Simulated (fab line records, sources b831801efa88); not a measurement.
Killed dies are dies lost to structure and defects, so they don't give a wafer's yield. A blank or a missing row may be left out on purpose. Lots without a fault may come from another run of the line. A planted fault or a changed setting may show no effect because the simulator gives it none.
A struck lot beside a sound one | flow sky130 | 15 steps out of a route of 708
Sound: wafers L258.3, L258.5, L258.6. Struck: wafers L268.1, L268.2, L268.6. The cause comes at the end.
At each step with rows: each side's tool, then ch and its chambers, then its first start. Under that, the readings that differ: sound wafers | struck wafers | difference of the means | sigmas: that difference in standard deviations of wafers without a fault.
alike: readings whose means differ by less than 2 such deviations, and words and numbers that are the same on both sides. not compared: withheld readings, readings that some wafer has no value for, bounds like >300 that may hide the same value, and numbers for which the record gives no deviation and whose values overlap.
The two part at a step that has a row with sigmas, a row that says differs or no value, or rows on one side only. Numbers that don't overlap but have no deviation are shown without sigmas and don't part them. A reading that every wafer of one side lacks parts them only if that side has two wafers or more.

first, 5 steps without rows for these wafers: SKY_SONOS_TUNNEL_COAT_02 (resist thk 1140 nm); SKY_SONOS_TUNNEL_SOFTBAKE_03 (time 60 s); SKY_SONOS_TUNNEL_EXPOSE_04 (exposes mask TUNM, target cd 410 nm); SKY_SONOS_TUNNEL_PEB_05; SKY_SONOS_TUNNEL_DEVELOP_06 (develop time 60 s).
SKY_SONOS_TUNNEL_CD_MEAS_07: target cd 410 nm.
  sound on cd_sem-02, day 13 02:38; struck on cd_sem-02, day 16 15:47
  alike: cd_nm
SKY_SONOS_TUNNEL_OVL_MEAS_08:
  sound on overlay-02, day 13 02:44; struck on overlay-01, day 16 15:55
  alike: SONOS_TUNNEL_OVL
then, 3 steps without rows for these wafers: SKY_SONOS_TUNNEL_IMPLANT_09; SKY_SONOS_TUNNEL_WET_ETCH_10 (etches SiO2 in dHF, target depth 14 nm, time 280 s); SKY_SONOS_TUNNEL_STRIP_11 (strips in SPM, time 600 s).
SKY_SONOS_TUNNEL_TW_MEAS_12:
  sound on film_metro-03, day 13 03:11; struck on film_metro-03, day 16 16:22
  alike: SONOS_TUNNEL_TW
then, 1 step without rows for these wafers: SKY_SONOS_TUNNEL_CLEAN_13 (cleans in dHF, time 20 s).
SKY_SONOS_ONO_OXIDATION_00: stabilise 600 s, purge 300 s, target thk 2.6 nm.
  sound on furnace-01 ch 0, day 13 03:38; struck on furnace-02 ch 0, day 16 17:32
  reading                                          | sound             | struck            | difference | sigmas
  zone_power_lower_pct (%)                         | 10.7 10.8 10.8    | 15.7 15.6 15.3    | +4.8       | +2
  model.SiO2_of_SONOS_ONO_OXIDATION_00.thk_nm (nm) | 2.585 2.577 2.581 | 2.874 2.879 2.845 | +0.285     |
  alike: spike_tc_bottom_C, spike_tc_top_C
SKY_SONOS_ONO_THK_MEAS_01:
  sound on film_metro-01, day 13 05:00; struck on film_metro-02, day 16 19:06
  reading                      | sound          | struck         | difference | sigmas
  SONOS_ONO_OXIDATION_THK (nm) | 2.52 2.57 2.54 | 2.80 2.80 2.85 | +0.27      | +5
  not compared: hold
-- the record jumps here: 33 days lie between the struck wafers' starts before and after (it left off in module SONOS_ONO and takes up again in module PAD_OPEN, whose first step shown is number 708 of the route) --
SKY_PAD_OPEN_PROBE_99:
  sound on prober-01, day 47 09:19; struck on prober-01, day 49 17:11
  reading                              | sound                | struck               | difference | sigmas
  killed_at_contacts                   | 27 30 30             | 15 23 19             | -10        | -2
  model.etest.cap_ono.gate_log10_a_cm2 | -8.002 -7.83 -7.925  | -8.014 -8.172 -8.022 | -0.150     |
  model.etest.cap_ono.tox_acc_nm (nm)  | 12.9 12.83 12.89     | 12.92 13.06 12.99    | +0.12      |
  model.etest.sonos_erased.vt_v (V)    | -2.276 -2.288 -2.254 | -2.126 -2.045 -2.107 | +0.180     |
  alike: killed_at_M0_to_M3, killed_at_M4_up, killed_at_front_end, killed_at_other, killed_dies, killed_on_rim, killed_open, killed_short
  not compared: model.etest.sonos_erased.drive_ua_um, model.etest.sonos_baked.vt_less_v, model.etest.sonos_programmed.vt_v

WHERE THEY PART
First at SKY_SONOS_ONO_OXIDATION_00; last, within this record, at SKY_PAD_OPEN_PROBE_99.

WHY: what the simulator had put in
Process parameter drift: furnace-02, from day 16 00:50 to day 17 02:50, at SKY_SONOS_ONO_OXIDATION_00. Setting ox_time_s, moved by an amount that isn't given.
